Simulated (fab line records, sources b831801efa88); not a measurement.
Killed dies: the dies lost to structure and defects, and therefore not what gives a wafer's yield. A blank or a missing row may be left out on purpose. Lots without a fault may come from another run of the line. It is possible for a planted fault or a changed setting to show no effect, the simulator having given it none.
Chamber matching    flow sky130    SKY_VIA1_HDPCVD_00 on hdpcvd-01 has 3 sister chambers
The step deposits SiO2, target thk 1030 nm, time 171.7 s. 14 wafers are shown with their chamber, then 6 later ones without.

## WAFERS WITH THEIR CHAMBER
wafer   chamber  susceptor temp C (C)
L240.3  0        400.46
L240.5  2        399.64
L240.6  1        399.63
L241.1  1        399.88
L241.4  0        400.23
L241.6  2        400.29
L246.1  1        399.68
L246.2  0        400.21
L246.5  0        400.01
L250.5  1        400.61
L250.6  0        399.64
L259.1  0        400.36
L259.2  1        399.65
L259.4  1        400.23

SIGNATURES (averages over the wafers above)
reading           chamber 0  chamber 1  chamber 2  scatter within a chamber
susceptor temp C  400.1517   399.9467   399.9650   0.36
Rule: distance of a wafer from a chamber = root of the sum over the readings of ((wafer's reading minus chamber's mean) / reading's scatter) squared. If the next closest chamber is less than 2 further off than the closest, the wafer can't be placed; otherwise it belongs to the closest. How the scatter is found: for the shown wafers, subtract from each reading the mean of its chamber, square and add these, divide the total by (wafers less chambers), then take the root.

## WAFERS MISSING THEIR CHAMBER
wafer   susceptor temp C (C)
L261.2  399.92
L261.3  400.33
L261.4  400.20
L262.2  399.25
L262.3  399.98
L262.6  399.89

## CHAMBER TAKEN BY EACH
wafer   from the rows above           in truth
L261.2  can't be placed: 1 or 2 or 0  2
L261.3  can't be placed: 0 or 2 or 1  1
L261.4  can't be placed: 0 or 2 or 1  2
L262.2  can't be placed: 1 or 2 or 0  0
L262.3  can't be placed: 2 or 1 or 0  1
L262.6  can't be placed: 1 or 2 or 0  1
Placed correctly: 0 of 6. Can't be placed from these rows: 6 (the true chamber is among the candidates in 6). 0 placed wrongly.
